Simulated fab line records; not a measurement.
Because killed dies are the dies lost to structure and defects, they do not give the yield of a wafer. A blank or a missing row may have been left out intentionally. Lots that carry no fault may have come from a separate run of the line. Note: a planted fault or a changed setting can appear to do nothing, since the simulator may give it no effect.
A lot that was struck, set against a sound lot | flow sfq line | 18 steps out of a route of 325
Sound: these wafers, L480.1, L480.3, L480.4. Struck: wafer L471.5. (L471.3 of the same lot was not struck and is left out.) The cause comes at the end.
At each step with rows: each side's tool, then ch and its chambers, then its first start. Under that, the readings that differ: sound wafers | struck wafers | difference of the means | sigmas: that difference in standard deviations of wafers without a fault.
alike: words and numbers the same on both sides, and readings whose means are apart by under 2 such deviations; not compared: readings that were withheld, readings missing a value for some wafer, numbers with overlapping values and no deviation given by the record, and bounds like >300 which may hide the same value.
A row with sigmas, a row that says differs or no value, or rows on one side alone: a step with any of these is where the two part. When numbers do not overlap yet have no deviation, they are printed without sigmas and do not part them. A reading that every wafer of one side lacks parts them only if that side has two wafers or more.

SFQ_L0V_OVL_MEAS_903:
  struck on overlay-01, day 6 08:44; sound on overlay-02, day 10 06:25
  alike: L0V_OVL
SFQ_TRILAYER_L0_VIA_BARC_OPEN_VIA_ETCH_021: etches BARC in O2, target depth 125 nm, time 41.7 s.
  sound on rie diel-04 ch 0,2,3, day 10 06:28; struck on rie diel-02 ch 2, day 6 08:46
  alike: drypump motor current A, oes product au
  not compared: rf hours counter h
SFQ_TRILAYER_L0_VIA_ETCH_VIA_ETCH_016: etches SiO2 in CHF3, stops on MoNx KI, target depth 80 nm.
  sound on rie diel-04 ch 0,2,3, day 10 06:30; struck on rie diel-02 ch 2, day 6 08:48
  alike: drypump motor current A, oes product au
SFQ_TRILAYER_L0_VIA_STRIP_STRIP_017: strips in O2.
  sound on rie metal-04 ch 0,1, day 10 06:32; struck on rie metal-03 ch 1, day 6 09:02
  alike: drypump motor current A, he backside leak sccm, oes product au
  not compared: rf hours counter h
then, 2 steps without rows for these wafers: SFQ_TRILAYER_L0_VIA_STRIP_SOLV_CLEAN_018 (cleans in NMP, time 600 s); SFQ_TRILAYER_M0_DEP_PRE_CLEAN_020 (time 15 s).
SFQ_TRILAYER_M0_DEP_SPUTTER_019: material Nb, target thk 200 nm, time 133.3 s.
  struck on pvd sputter-03, day 6 09:40; sound on pvd sputter-06, day 10 07:20
  alike: throttle valve pct
SFQ_M0_RS_MEAS_904: a four-point-probe measurement.
  struck on film metro-03, day 6 09:47; sound on film metro-03, day 10 07:26
  alike: M0_NB_RS
then, 3 steps without rows for these wafers: SFQ_TRILAYER_M0_LITHO_COAT_026 (resist thk 62 nm); SFQ_TRILAYER_M0_LITHO_COAT_021 (resist thk 600 nm); SFQ_TRILAYER_M0_LITHO_SOFTBAKE_025.
SFQ_TRILAYER_M0_LITHO_EXPOSE_022: exposes mask M0, target cd 500 nm.
  sound on krf scanner-02 ch 0, day 11 01:37; struck on krf scanner-02 ch 0, day 7 07:47
  alike: mask
then, 2 steps without rows for these wafers: SFQ_TRILAYER_M0_LITHO_PEB_024 (peb time 60 s); SFQ_TRILAYER_M0_LITHO_DEVELOP_023 (time 60 s).
SFQ_M0_OVL_MEAS_906:
  struck on overlay-01, day 7 08:55; sound on overlay-01, day 11 03:07
  alike: M0_OVL
SFQ_TRILAYER_M0_BARC_OPEN_METAL_ETCH_031: etches BARC in O2, target depth 125 nm, time 41.7 s.
  sound on rie metal-03 ch 1, day 11 03:10; struck on rie metal-03 ch 0, day 7 08:57
  reading                     | sound             | struck | difference | sigmas
  drypump motor current A (A) | 4.9 4.9 4.9       | 6.0    | +1.1       | +2
  oes product au (a.u.)       | 0.685 0.678 0.681 | 0.693  | +0.012     | +2
  model.M0.cd nm (nm)         | 499.2 499.4 498.7 | 496.7  | -2.4       |
  alike: he backside leak sccm
  not compared: rf hours counter h
SFQ_TRILAYER_M0_ETCH_METAL_ETCH_024: etches Nb in Cl2/Ar, stops on SiO2, target depth 240 nm, time 120 s.
  sound on rie metal-03 ch 1, day 11 03:16; struck on rie metal-03 ch 0, day 7 09:02
  reading                     | sound             | struck | difference | sigmas
  drypump motor current A (A) | 4.9 4.9 4.9       | 6.1    | +1.2       | +2
  model.M0.cd nm (nm)         | 500.2 499.5 498.5 | 495.8  | -3.6       |
  alike: he backside leak sccm, oes product au
  not compared: rf hours counter h
SFQ_TRILAYER_M0_STRIP_STRIP_025: strips in O2.
  sound on rie metal-03 ch 1, day 11 03:31; struck on rie metal-03 ch 0, day 7 09:19
  reading                     | sound       | struck | difference | sigmas
  drypump motor current A (A) | 4.9 4.9 4.9 | 6.0    | +1.1       | +2
  alike: he backside leak sccm, oes product au
  not compared: rf hours counter h

== WHERE THEY PART ==
At SFQ_TRILAYER_M0_BARC_OPEN_METAL_ETCH_031 first; at SFQ_TRILAYER_M0_STRIP_STRIP_025 last (within this record only).

WHY: what the simulator had put in
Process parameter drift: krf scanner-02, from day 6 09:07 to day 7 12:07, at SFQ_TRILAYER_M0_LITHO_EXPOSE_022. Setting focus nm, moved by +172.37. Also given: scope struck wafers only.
